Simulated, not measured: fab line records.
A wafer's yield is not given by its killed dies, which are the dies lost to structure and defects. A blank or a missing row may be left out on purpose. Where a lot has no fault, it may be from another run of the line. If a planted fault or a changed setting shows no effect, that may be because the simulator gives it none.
fab line records	flow sky130
[record] lots = 11	wafers = 33	last-day = 51
route steps=708 shown VT_ADJUST_LVTN@106 SONOS_ONO@177 GATE_OXIDE@189 POLY_GATE@205 PAD_OPEN@708
lots untouched by any fault: they come from a run of this same line in which no faults occurred
start-h: hours from the record's opening day to when the first of the lot's shown wafers began	wait-h: hours elapsed since this lot's preceding step	" repeats the value in the row above	L1.1+2: a row that stands for several wafers	- value missing, or start not given	* or withheld: withheld	< > ~ a bound
route shown NAME@n: a module of which the file shows steps, and the number in the route of the first	usual: mean/standard deviation taken from wafers without a fault	same: alike in all rows	chamber/n: place in a boat	sites: readings site by site	_std_site: the standard deviation of these	_edge_site: inner sites' mean taken away from outer sites' mean	radius-mm: for every site, how far away it sits from the centre of the wafer	mask NAME#n: copy n	behind: the most recent tool/chamber to have shaped the wafer	hold: why the lot went on hold/how many hours it stayed there/how the hold came to an end	device: transistor that didn't switch, given as n, p or np	end of line: tests of these same wafers at the route's end	a step given without rows: its recipe and nothing more	killed: at the first sort, the dies lost to defects and structure; wafer yield is something else	map: per-die view of a wafer (x killed, . not killed, _ where there is no die)
set.NAME: the setting the step ran with; set.NAME@STEP: the setting that earlier step ran with	model.NAME: the simulator's own value behind a step, which no gauge read
one table for each step of the route and one row for each wafer, over a sample of lots
services: when a tool's chamber went out of use (start-h, in hours from the record's first day, below 0 if earlier), for how many hours, and the reason
[[steps]]
[step SKY_VT_ADJUST_LVTN_STRIP_09]
[recipe] chemistry = O2/N2	power-w = 1400	pressure-mtorr = 1500	platen-temp-c = withheld	o2-flow-sccm = 3000	n2-flow-sccm = 300	overash-fraction = 0.5
[usual] drypump-motor-current-A = 5.41/0.27	oes-product-au = 0.722/0.0047	strip-time-to-endpoint-s = 36.90/0.13
lot.wafer	tool	chamber	start-h	wait-h	drypump-motor-current-A	oes-product-au	rf-hours-counter-h	strip-time-to-endpoint-s
L782.1	plasma-asher-01	0	190.92	0.1	5.11	0.711	7	36.87
L782.2	"	1	"	"	5.28	0.715	7	36.77
L782.6	"	0	"	"	5.09	0.719	-	36.72
L785.1	plasma-asher-02	1	208.83	0.1	5.92	0.717	51	36.85
L785.4	"	0	"	"	5.68	0.723	-	36.78
L785.5	"	0	"	"	5.68	0.719	-	36.78
L786.1	plasma-asher-01	0	213.55	0.1	5.10	0.719	9	36.85
L786.2	"	1	"	"	5.31	0.724	9	36.87
L786.5	"	1	"	"	5.29	0.724	-	36.79
L788.1	plasma-asher-03	1	224.22	0.1	5.29	0.725	42	36.84
L788.4	"	1	"	"	5.27	0.725	-	36.81
L788.6	"	1	"	"	5.26	0.723	-	36.79
L792.1	plasma-asher-03	1	243.92	0.1	5.28	0.722	45	36.91
L792.2	"	0	"	"	5.31	0.719	45	36.96
L792.3	"	1	"	"	5.27	0.720	-	36.82
L793.3	plasma-asher-02	0	251.54	0.1	5.68	0.727	-	36.77
L793.4	"	1	"	"	5.91	0.720	-	36.77
L793.6	"	1	"	"	5.92	0.722	-	36.80
L797.1	plasma-asher-01	0	277.38	0.1	5.11	0.729	15	36.93
L797.2	"	1	"	"	5.29	0.720	15	37.00
L797.4	"	0	"	"	5.13	0.718	-	37.11
L798.2	plasma-asher-01	0	279.63	0.1	5.14	0.724	15	36.89
L798.3	"	0	"	"	5.12	0.722	-	36.72
L798.6	"	0	"	"	5.14	0.728	-	36.73
L799.3	plasma-asher-03	1	287.86	0.1	5.26	0.709	-	36.98
L799.4	"	0	"	"	5.31	0.722	-	36.96
L799.5	"	0	"	"	5.31	0.717	-	36.84
L800.1	plasma-asher-03	0	289.40	0.1	5.31	0.725	49	36.69
L800.2	"	1	"	"	5.27	0.715	49	36.88
L800.4	"	0	"	"	5.30	0.714	-	36.80
L801.4	plasma-asher-03	0	298.84	0.1	5.31	0.721	-	37.14
L801.5	"	0	"	"	5.30	0.731	-	37.03
L801.6	"	1	"	"	5.24	0.711	-	37.05
[step SKY_SONOS_ONO_SOFTBAKE_09]
[recipe] temp-c = 90	time-s = 60	resist = NOVOLAK
[usual] chill-plate-temp-C = 23.04/0.11	heater-power-total-W = 56.60/0.048	resist-line-temp-C = 22.98/0.11	run-length-s = 89.12/0.15
lot.wafer	tool	chamber	start-h	wait-h	chill-plate-temp-C	heater-power-total-W	resist-line-temp-C	run-length-s
L782.1	litho-track-04	0	327.94	0.1	23.06	56.64	23.15	88.99
L782.2	"	0	"	"	23.10	56.57	23.09	89.03
L782.6	"	0	"	"	22.97	56.69	23.07	89.00
L785.1	litho-track-03	0	344.79	0.1	22.98	66.53	23.09	65.90
L785.4	"	0	"	"	22.87	66.49	22.85	65.82
L785.5	"	0	"	"	22.90	66.48	22.84	65.93
L786.1	litho-track-03	0	350.44	0.1	22.97	66.46	22.91	65.85
L786.2	"	0	"	"	22.94	66.60	23.02	66.25
L786.5	"	0	"	"	23.15	66.49	22.91	65.87
L788.1	litho-track-01	0	364.79	0.1	23.01	56.61	23.07	88.90
L788.4	"	0	"	"	23.01	56.63	23.08	89.08
L788.6	"	0	"	"	23.03	56.61	22.94	89.06
L792.1	litho-track-01	0	388.99	0.1	22.72	56.53	23.12	88.83
L792.2	"	0	"	"	22.85	56.59	23.09	88.84
L792.3	"	0	"	"	22.89	56.60	23.11	88.95
L793.3	litho-track-04	0	396.79	0.1	23.10	56.51	22.90	89.07
L793.4	"	0	"	"	23.17	56.53	22.88	89.19
L793.6	"	0	"	"	23.24	56.59	23.09	89.37
L797.1	litho-track-01	0	428.89	0.1	23.06	56.64	23.02	88.85
L797.2	"	0	"	"	22.91	56.64	22.85	88.83
L797.4	"	0	"	"	23.05	56.57	22.99	88.94
L798.2	litho-track-03	0	431.46	0.1	22.95	56.60	22.84	89.28
L798.3	"	0	"	"	23.04	56.62	22.92	89.02
L798.6	"	0	"	"	23.14	56.60	22.85	89.05
L799.3	litho-track-03	0	441.24	0.1	22.84	56.58	22.87	89.27
L799.4	"	0	"	"	22.96	56.55	22.84	89.35
L799.5	"	0	"	"	23.07	56.57	23.00	89.03
L800.1	litho-track-03	0	444.09	0.1	23.01	56.64	22.95	89.31
L800.2	"	0	"	"	23.02	56.59	23.12	89.37
L800.4	"	0	"	"	22.84	56.56	23.11	89.37
L801.4	litho-track-04	0	455.97	0.1	23.13	56.58	23.02	89.19
L801.5	"	0	"	"	23.10	56.63	22.98	89.03
L801.6	"	0	"	"	23.19	56.63	23.06	89.01
[step SKY_SONOS_ONO_STRIP_17]
[recipe] chemistry = O2/N2	power-w = 1400	pressure-mtorr = 1500	platen-temp-c = withheld	o2-flow-sccm = 3000	n2-flow-sccm = 300	overash-fraction = 0.5
[usual] drypump-motor-current-A = 5.5/0.3	oes-product-au = 0.710/0.0041	strip-time-to-endpoint-s = 14.11/0.038
lot.wafer	tool	chamber	start-h	wait-h	drypump-motor-current-A	oes-product-au	rf-hours-counter-h	strip-time-to-endpoint-s
L782.1	plasma-asher-02	1	340.85	0.0	5.9	0.719	65	14.11
L782.2	"	0	"	"	5.7	0.706	65	14.10
L782.6	"	1	"	"	5.9	0.705	-	14.12
L785.1	plasma-asher-02	0	358.46	0.0	5.7	0.707	67	14.26
L785.4	"	1	"	"	5.9	0.702	-	14.31
L785.5	"	0	"	"	5.7	0.712	-	14.26
L786.1	plasma-asher-02	0	364.25	0.0	5.7	0.712	67	14.21
L786.2	"	1	"	"	5.9	0.711	67	14.17
L786.5	"	0	"	"	5.7	0.712	-	14.19
L788.1	plasma-asher-01	0	377.86	0.0	5.1	0.714	24	14.14
L788.4	"	0	"	"	5.1	0.711	-	14.10
L788.6	"	1	"	"	5.3	0.711	-	14.07
L792.1	plasma-asher-03	0	402.60	0.0	5.3	0.706	60	14.05
L792.2	"	1	"	"	5.3	0.711	60	14.08
L792.3	"	1	"	"	5.2	0.705	-	14.05
L793.3	plasma-asher-02	1	411.48	0.0	6.0	0.712	-	14.17
L793.4	"	0	"	"	5.7	0.714	-	14.16
L793.6	"	0	"	"	5.7	0.718	-	14.17
L797.1	plasma-asher-03	0	444.29	0.0	5.3	0.709	64	14.04
L797.2	"	1	"	"	5.3	0.717	64	14.12
L797.4	"	0	"	"	5.3	0.707	-	14.10
L798.2	plasma-asher-01	0	447.25	0.0	5.1	0.711	31	14.07
L798.3	"	1	"	"	5.3	0.712	-	14.10
L798.6	"	1	"	"	5.3	0.705	-	14.10
L799.3	plasma-asher-03	1	456.64	0.0	5.3	0.708	-	14.15
L799.4	"	0	"	"	5.3	0.716	-	14.10
L799.5	"	0	"	"	5.3	0.711	-	14.13
L800.1	plasma-asher-02	1	459.85	0.0	5.9	0.711	77	14.15
L800.2	"	0	"	"	5.7	0.711	77	14.15
L800.4	"	1	"	"	5.9	0.716	-	14.13
L801.4	plasma-asher-02	0	471.08	0.0	5.7	0.710	-	14.10
L801.5	"	1	"	"	5.9	0.710	-	14.13
L801.6	"	0	"	"	5.7	0.710	-	14.14
[step SKY_GATE_OXIDE_THK_MEAS_02]
[recipe] reads = SiO2_of_GATE_OXIDE_OXIDATION_01
[usual] GATE_OXIDE_OXIDATION_00_THK = 10.16/0.21
lot.wafer	tool	chamber	start-h	wait-h	GATE_OXIDE_OXIDATION_00_THK[nm]
L782.1	film-metro-01	-	343.74	0.0	10.16
L782.2	"	-	"	"	10.20
L782.6	"	-	"	"	10.33
L785.1	film-metro-03	-	360.16	0.0	10.26
L785.4	"	-	"	"	10.20
L785.5	"	-	"	"	10.13
L786.1	film-metro-01	-	365.93	0.0	10.09
L786.2	"	-	"	"	10.10
L786.5	"	-	"	"	10.20
L788.1	film-metro-03	-	379.62	0.0	10.23
L788.4	"	-	"	"	10.39
L788.6	"	-	"	"	10.26
L792.1	film-metro-03	-	404.77	0.0	10.35
L792.2	"	-	"	"	10.31
L792.3	"	-	"	"	10.47
L793.3	film-metro-04	-	414.33	0.0	10.02
L793.4	"	-	"	"	10.23
L793.6	"	-	"	"	10.10
L797.1	film-metro-01	-	446.81	0.0	10.00
L797.2	"	-	"	"	9.97
L797.4	"	-	"	"	10.00
L798.2	film-metro-03	-	449.83	0.0	9.96
L798.3	"	-	"	"	9.85
L798.6	"	-	"	"	9.87
L799.3	film-metro-01	-	458.24	0.0	9.70
L799.4	"	-	"	"	9.69
L799.5	"	-	"	"	9.73
L800.1	film-metro-01	-	461.47	0.0	9.91
L800.2	"	-	"	"	9.88
L800.4	"	-	"	"	9.83
L801.4	film-metro-04	-	472.71	0.0	10.08
L801.5	"	-	"	"	9.91
L801.6	"	-	"	"	10.02
[step SKY_POLY_GATE_THK_MEAS_01]
[recipe] reads = poly-Si_of_POLY_GATE_CVD_00
[usual] POLY_GATE_CVD_00_THK = 180.2/1.4
lot.wafer	tool	chamber	start-h	wait-h	POLY_GATE_CVD_00_THK[nm]
L782.1	film-metro-04	-	374.36	0.0	180.2
L782.2	"	-	"	"	181.6
L782.6	"	-	"	"	180.3
L785.1	film-metro-04	-	390.62	0.0	181.2
L785.4	"	-	"	"	178.7
L785.5	"	-	"	"	180.4
L786.1	film-metro-02	-	397.82	0.0	178.7
L786.2	"	-	"	"	180.3
L786.5	"	-	"	"	177.7
L788.1	film-metro-03	-	410.48	0.0	181.1
L788.4	"	-	"	"	183.5
L788.6	"	-	"	"	181.0
L792.1	film-metro-02	-	438.04	0.0	182.8
L792.2	"	-	"	"	182.3
L792.3	"	-	"	"	183.8
L793.3	film-metro-02	-	446.77	0.0	182.0
L793.4	"	-	"	"	181.4
L793.6	"	-	"	"	181.0
L797.1	film-metro-04	-	480.58	0.0	179.1
L797.2	"	-	"	"	179.1
L797.4	"	-	"	"	179.7
L798.2	film-metro-03	-	483.13	0.0	179.8
L798.3	"	-	"	"	179.8
L798.6	"	-	"	"	182.5
L799.3	film-metro-04	-	491.49	0.0	178.9
L799.4	"	-	"	"	178.9
L799.5	"	-	"	"	180.2
L800.1	film-metro-04	-	494.50	0.0	179.2
L800.2	"	-	"	"	181.3
L800.4	"	-	"	"	180.3
L801.4	film-metro-03	-	506.76	0.0	181.8
L801.5	"	-	"	"	182.9
L801.6	"	-	"	"	180.1
[step SKY_PAD_OPEN_PROBE_99]
[usual] killed_at_M0_to_M3 = 42/6.7	killed_at_M4_up = 3.0/1.9	killed-at-contacts = 24/5.3	killed-at-front-end = 16/4.3	killed-at-other = 0.4/0.71	killed-dies = 85/9.6	killed-open = 46/6.5	killed-short = 39/6.7
[same] gross-dies = 492	killed-at-back-side = 0
lot.wafer	tool	chamber	start-h	wait-h	killed_at_M0_to_M3	killed_at_M4_up	killed-at-contacts	killed-at-front-end	killed-at-other	killed-dies	killed-open	killed-short
L785.1	prober-01	-	1142.46	0.1	37	3	27	14	1	82	44	38
L785.4	prober-01	-	1142.61	0.2	33	1	25	16	0	75	46	29
L785.5	prober-01	-	1142.66	0.2	36	4	23	15	0	78	42	36
// killed by level:class
L785.1 VIA2:geometric-particle:open=9 CONTACT:geometric-particle:open=8 VIA1:geometric-particle:open=7 METAL2:geometric-particle:short=7 POLY_GATE:geometric-particle:open=6 CONTACT:geometric-particle:short=6 LI_CONTACT:geometric-particle:short=4 LI_CONTACT:geometric-particle:open=4
L785.4 CONTACT:geometric-particle:open=10 VIA1:geometric-particle:open=8 VIA3:geometric-particle:open=6 FIELD_ISO:geometric-particle:open=5 LI_CONTACT:geometric-particle:open=5 CONTACT:geometric-particle:short=5 METAL1:geometric-particle:short=5 VIA2:geometric-particle:open=5
L785.5 VIA1:geometric-particle:open=13 LI_CONTACT:geometric-particle:open=9 METAL1:geometric-particle:short=8 CONTACT:geometric-particle:open=7 VIA1:geometric-particle:short=5 POLY_GATE:geometric-particle:open=4 CONTACT:geometric-particle:short=4 METAL2:geometric-particle:short=4
[[services]]
tool	chamber	start-h	hours	kind
plasma-asher-01	-	170.90	0.9	repair
plasma-asher-01	-	208.59	2.8	repair
plasma-asher-01	-	346.35	14.6	pm
plasma-asher-03	-	378.53	2.8	pm
plasma-asher-03	-	382.55	1.6	repair
plasma-asher-03	-	419.40	2.6	repair
plasma-asher-03	-	467.60	10.3	repair
[[key]]
[first-sign] step = SKY_SONOS_ONO_SOFTBAKE_09	reading = heater-power-total-W	direction = up	sigmas = 99+	usual = *	struck = *
[effect] step = SKY_SONOS_ONO_SOFTBAKE_09	reading = run-length-s	direction = down	sigmas = 99+	usual = *	struck = *
[effect] step = SKY_SONOS_ONO_STRIP_17	reading = strip-time-to-endpoint-s	direction = up	sigmas = 3.2	usual = *	struck = *
met-at SKY_SONOS_ONO_SOFTBAKE_09
struck-lots L785,L786
tester-left-out L785,L786
not-acting-at SKY_VT_ADJUST_LVTN_STRIP_09,SKY_GATE_OXIDE_THK_MEAS_02,SKY_POLY_GATE_THK_MEAS_01
[fault] kind = process-parameter-drift	tool = litho-track-03	chamber = -	onset-h = 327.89	steps = SKY_SONOS_ONO_SOFTBAKE_09	channel = time-s	offset = *	shape = step	end-h = 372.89	acts-in = *	stated = *
// tester-left-out: of these lots the tester's yield and bins aren't shown, on N5 and GAA mostly nor the transistor test; their killed dies are dies lost to structure and defects alone, not to doping, threshold or leakage, so they don't give the yield
